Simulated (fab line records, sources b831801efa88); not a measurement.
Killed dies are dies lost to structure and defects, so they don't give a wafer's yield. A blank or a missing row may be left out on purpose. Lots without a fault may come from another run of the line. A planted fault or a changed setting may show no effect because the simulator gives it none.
fab line records | flow sfq_line
record lots=6 wafers=18 last_day=91
route steps=325 shown I2@117 M3@118
lots that met no fault: from a run of the same line without faults
start_h: hours from the record's first day to the start of the lot's first wafer shown | wait_h: hours since the lot's step before | " the same as in the row above | L1.1+2: a row that stands for several wafers | - no value, or no start given | * or withheld: withheld | < > ~ a bound
route shown NAME@n: a module of which the file shows steps, and the number in the route of the first | usual: mean/standard deviation of fault-free wafers | same: alike in all rows | chamber/n: place in a boat | sites: the reading at each site | _std_site: their standard deviation | _edge_site: outer sites' mean less inner sites' | radius_mm: how far each site lies from the wafer's centre | mask NAME#n: copy n | behind: the tool/chamber that last shaped the wafer | hold: why the lot was held/for how many hours/how that ended | device: the transistor (n, p or np) that didn't switch | end of line: the same wafers' tests at the end of the route | a step without rows: its recipe alone | killed: dies lost to structure and defects at the first sort, not the wafer's yield | map: a wafer's dies, x killed, . not, _ none there
set.NAME: the setting as run; set.NAME@STEP: as run at that earlier step | model.NAME: the simulator's own value behind a step, which no gauge read
lots at some steps of the route; a table a step, a row a wafer
services: from which hour (start_h, from the record's first day; less than 0 if before it) a tool's chamber was out of use, for how many hours, and why
## steps
# step SFQ_TRILAYER_I2_VIA_STRIP_SOLV_CLEAN_072
# recipe chemistry=NMP temp_c=70 time_s=600
# step SFQ_TRILAYER_M3_DEP_PRE_CLEAN_074
# recipe gas=Ar time_s=22.5 bias_v=250
# step SFQ_TRILAYER_M3_DEP_SPUTTER_073
# recipe material=Nb base_pressure_pa=1.33e-06 chamber_pressure_pa=0.1333 substrate_temp_c=20 resputter_cathode_voltage_v=400 target_thk_nm=200 power_w=2000 time_s=133.3
# usual base_pressure_pa=1.33e-06/8.4e-08 throttle_valve_pct=29.8/1.4
# columns lot.wafer tool chamber start_h wait_h base_pressure_pa throttle_valve_pct
L549.3 pvd_sputter-05 - 707.96 0.0 1.39e-06 32.6
L549.4 " - " " 1.29e-06 30.1
L549.5 " - " " 1.26e-06 29.4
L551.1 pvd_sputter-06 - 731.79 0.0 1.32e-06 29.8
L551.2 " - " " 1.46e-06 29.0
L551.6 " - " " 1.36e-06 28.8
L558.3 pvd_sputter-06 - 792.17 0.0 1.25e-06 28.7
L558.4 " - " " 1.28e-06 29.5
L558.5 " - " " 1.34e-06 29.5
L561.3 pvd_sputter-05 - 810.48 0.0 1.1e-06 27.6
L561.4 " - " " 1.31e-06 29.4
L561.6 " - " " 1.56e-06 27.6
L560.2 pvd_sputter-06 - 811.50 0.0 1.26e-06 29.2
L560.4 " - " " 1.38e-06 29.8
L560.5 " - " " 1.27e-06 29.9
L569.1 pvd_sputter-05 - 867.85 0.0 1.46e-06 29.6
L569.4 " - " " 1.38e-06 32.5
L569.6 " - " " 1.36e-06 33.1
# step SFQ_M3_RS_MEAS_919
# recipe thk_meas_gauge=four-point-probe reads=Nb_of_TRILAYER_M3_DEP_SPUTTER_073
# usual M3_NB_RS=0.892/0.011
# columns lot.wafer tool chamber start_h wait_h M3_NB_RS[ohm/sq]
L549.3 film_metro-01 - 708.09 0.1 0.874
L549.4 " - " " 0.892
L549.5 " - " " 0.891
L551.1 film_metro-04 - 731.88 0.0 0.917
L551.2 " - " " 0.904
L551.6 " - " " 0.897
L558.3 film_metro-02 - 792.30 0.1 0.881
L558.4 " - " " 0.878
L558.5 " - " " 0.879
L561.3 film_metro-02 - 810.62 0.1 0.890
L561.4 " - " " 0.894
L561.6 " - " " 0.889
L560.2 film_metro-02 - 811.61 0.1 0.887
L560.4 " - " " 0.884
L560.5 " - " " 0.906
L569.1 film_metro-01 - 867.94 0.0 0.878
L569.4 " - " " 0.874
L569.6 " - " " 0.872
# step SFQ_TRILAYER_M3_LITHO_COAT_080
# recipe resist=BARC spin_rpm=3000 resist_thk_nm=62
# step SFQ_TRILAYER_M3_LITHO_COAT_075
# recipe resist=KrF spin_rpm=3000 resist_thk_nm=600
# step SFQ_TRILAYER_M3_LITHO_SOFTBAKE_079
# recipe temp_c=withheld time_s=withheld resist=KrF
# step SFQ_TRILAYER_M3_LITHO_EXPOSE_076
# recipe mask_id=M3 na=0.6 source_shape=conventional sigma_outer=0.65 target_cd_nm=500 dose_mj=14.4
# step SFQ_TRILAYER_M3_LITHO_PEB_078
# recipe peb_temp_c=115 peb_time_s=60 resist=KrF
# step SFQ_TRILAYER_M3_LITHO_DEVELOP_077
# recipe time_s=60 resist=KrF
# step SFQ_M3_OVL_MEAS_921
# usual M3_OVL=-2/6
# columns lot.wafer tool chamber start_h wait_h M3_OVL[nm]
L549.3 overlay-01 - 844.08 0.1 -7
L549.4 " - " " -8
L549.5 " - " " -14
L551.1 overlay-02 - 859.67 0.1 -2
L551.2 " - " " -6
L551.6 " - " " -10
L558.3 overlay-01 - 929.28 0.1 -2
L558.4 " - " " 3
L558.5 " - " " -8
L561.3 overlay-01 - 949.68 0.1 -3
L561.4 " - " " 6
L561.6 " - " " 0
L560.2 overlay-02 - 950.87 0.1 5
L560.4 " - " " -1
L560.5 " - " " 2
L569.1 overlay-01 - 1015.68 0.1 -14
L569.4 " - " " -18
L569.6 " - " " -11
# step SFQ_TRILAYER_M3_BARC_OPEN_METAL_ETCH_100
# recipe mask_material=PR chemistry=O2 target_depth_nm=125 target=BARC icp_w=600 bias_w=80 pressure_mtorr=10 time_s=41.7
# usual drypump_motor_current_A=5.5/0.54 oes_product_au=0.685/0.0049 run_length_s=70.4/0.88
# columns lot.wafer tool chamber start_h wait_h drypump_motor_current_A oes_product_au rf_hours_counter_h run_length_s model.KrF_of_TRILAYER_M3_LITHO_COAT_075.thk_nm
L549.3 rie_metal-04 1 844.13 0.0 6.2 0.688 - 70.6 522
L549.4 " 0 " " 5.0 0.678 - 70.1 523.9
L549.5 " 1 " " 6.2 0.683 - 70.6 524.9
L551.1 rie_metal-01 1 859.71 0.0 5.0 0.689 122 70.9 526
L551.2 " 0 " " 5.9 0.692 143 69.7 525.2
L551.6 " 0 " " 5.8 0.682 - 69.3 525.9
L558.3 rie_metal-01 0 929.32 0.0 5.8 0.690 - 69.8 523.5
L558.4 " 1 " " 5.0 0.690 - 71.1 522.4
L558.5 " 0 " " 5.8 0.750 - 64.4 528.2
L561.3 rie_metal-04 0 949.72 0.0 5.0 0.683 - 70.2 522.3
L561.4 " 1 " " 6.1 0.688 - 70.8 524.3
L561.6 " 0 " " 5.0 0.675 - 70.0 521.7
L560.2 rie_metal-01 1 950.92 0.0 5.0 0.745 - 66.4 529.9
L560.4 " 1 " " 5.0 0.685 - 70.9 522.6
L560.5 " 1 " " 5.0 0.745 - 65.7 530.3
L569.1 rie_metal-04 1 1015.72 0.0 6.2 0.679 119 70.7 522.2
L569.4 " 0 " " 5.0 0.678 - 70.3 519.9
L569.6 " 0 " " 5.0 0.685 - 70.1 519.7
# step SFQ_TRILAYER_M3_ETCH_METAL_ETCH_078
# recipe target=Nb stop_on=SiO2 mask_material=PR chemistry=Cl2/Ar target_depth_nm=240 icp_w=600 bias_w=80 pressure_mtorr=10 time_s=120
# usual drypump_motor_current_A=5.5/0.54 oes_product_au=0.892/0.0079 run_length_s=148.7/0.88
# columns lot.wafer tool chamber start_h wait_h drypump_motor_current_A oes_product_au rf_hours_counter_h run_length_s model.KrF_of_TRILAYER_M3_LITHO_COAT_075.thk_nm
L549.3 rie_metal-04 1 844.21 0.1 6.2 0.900 - 149.4 380
L549.4 " 0 " " 5.0 0.895 - 148.4 381.6
L549.5 " 1 " " 6.2 0.897 - 148.9 382.3
L551.1 rie_metal-01 1 859.77 0.0 5.0 0.879 122 149.1 382.7
L551.2 " 0 " " 5.8 0.887 143 147.6 386.5
L551.6 " 0 " " 5.8 0.897 - 147.6 386.3
L558.3 rie_metal-01 0 929.40 0.1 5.8 0.896 - 147.9 385
L558.4 " 1 " " 5.0 0.899 - 149.4 381
L558.5 " 0 " " 5.8 0.908 - 147.7 390.3
L561.3 rie_metal-04 0 949.80 0.1 5.0 0.898 - 148.9 379.3
L561.4 " 1 " " 6.2 0.895 - 149.0 381.8
L561.6 " 0 " " 5.0 0.904 - 148.7 378.3
L560.2 rie_metal-01 1 951.06 0.1 5.0 0.897 - 149.0 386.7
L560.4 " 1 " " 5.0 0.892 - 149.2 380.5
L560.5 " 1 " " 5.0 0.882 - 149.5 388.6
L569.1 rie_metal-04 1 1015.78 0.0 6.2 0.894 119 149.4 381.5
L569.4 " 0 " " 5.0 0.909 - 148.3 376.7
L569.6 " 0 " " 5.0 0.905 - 148.5 377.8
# step SFQ_TRILAYER_M3_STRIP_STRIP_079
# recipe gas=O2 power_w=200 platen_temp_c=40 overash_fraction=0.65 chemistry=O2 pressure_mtorr=50
# usual drypump_motor_current_A=5.5/0.54 oes_product_au=1.004/0.0083
# columns lot.wafer tool chamber start_h wait_h drypump_motor_current_A oes_product_au rf_hours_counter_h
L549.3 rie_metal-04 1 844.49 0.2 6.2 0.998 -
L549.4 " 0 " " 5.0 1.001 -
L549.5 " 1 " " 6.2 1.003 -
L551.1 rie_metal-01 1 859.89 0.1 5.0 1.011 123
L551.2 " 0 " " 5.8 1.001 143
L551.6 " 0 " " 5.8 0.995 -
L558.3 rie_metal-01 0 929.69 0.2 5.8 0.987 -
L558.4 " 1 " " 5.0 1.004 -
L558.5 " 0 " " 5.8 0.994 -
L561.3 rie_metal-04 0 950.09 0.2 5.0 1.007 -
L561.4 " 1 " " 6.2 1.010 -
L561.6 " 0 " " 5.0 1.006 -
L560.2 rie_metal-01 1 951.47 0.4 5.0 1.000 -
L560.4 " 1 " " 5.0 0.998 -
L560.5 " 1 " " 5.0 1.002 -
L569.1 rie_metal-04 1 1015.90 0.1 6.1 1.001 119
L569.4 " 0 " " 5.1 1.006 -
L569.6 " 0 " " 5.0 1.003 -
## services
# columns tool chamber start_h hours kind
pvd_sputter-05 - 685.50 6.9 repair
pvd_sputter-06 - 701.02 3.0 repair
pvd_sputter-05 - 734.75 3.0 repair
pvd_sputter-05 - 759.84 11.4 repair
pvd_sputter-06 - 771.83 2.0 repair
rie_metal-04 - 780.39 0.8 repair
rie_metal-04 - 793.74 1.1 repair
pvd_sputter-05 - 822.86 3.6 repair
rie_metal-04 - 866.13 0.2 repair
rie_metal-04 0 884.33 - clean
rie_metal-04 0 884.33 36.7 scheduled_down
rie_metal-04 0 884.33 36.7 vent_cycle
pvd_sputter-05 - 885.06 1.4 repair
pvd_sputter-06 - 906.65 15.8 repair
pvd_sputter-06 - 918.70 8.5 repair
pvd_sputter-05 - 927.07 3.6 repair
pvd_sputter-05 - 932.43 15.6 repair
rie_metal-01 1 938.57 10.9 repair
rie_metal-01 0 949.45 - clean
rie_metal-01 0 949.45 17.3 scheduled_down
rie_metal-01 0 949.45 17.3 vent_cycle
rie_metal-04 - 954.85 2.8 pm
rie_metal-04 - 968.28 1.4 pm
rie_metal-01 - 1004.31 0.3 repair
## key
first_sign step=SFQ_TRILAYER_M3_BARC_OPEN_METAL_ETCH_100 reading=oes_product_au direction=up sigmas=13 usual=0.685 struck=0.746
effect step=SFQ_TRILAYER_M3_BARC_OPEN_METAL_ETCH_100 reading=run_length_s direction=down sigmas=5.6 usual=* struck=*
model_effect step=SFQ_TRILAYER_M3_BARC_OPEN_METAL_ETCH_100 value=KrF_of_TRILAYER_M3_LITHO_COAT_075.thk_nm without=523.5 struck=529.5
model_effect step=SFQ_TRILAYER_M3_ETCH_METAL_ETCH_078 value=KrF_of_TRILAYER_M3_LITHO_COAT_075.thk_nm without=382.6 struck=388.5
met_at SFQ_TRILAYER_M3_BARC_OPEN_METAL_ETCH_100
struck_wafers L558.5,L560.2,L560.5
onset_between 859.71 929.32
fault kind=process_parameter_drift tool=rie_metal-01 chamber=- onset_h=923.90 steps=SFQ_TRILAYER_M3_BARC_OPEN_METAL_ETCH_100 channel=time_s offset=* shape=step end_h=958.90 scope=struck_wafers_only acts_in=* stated=*
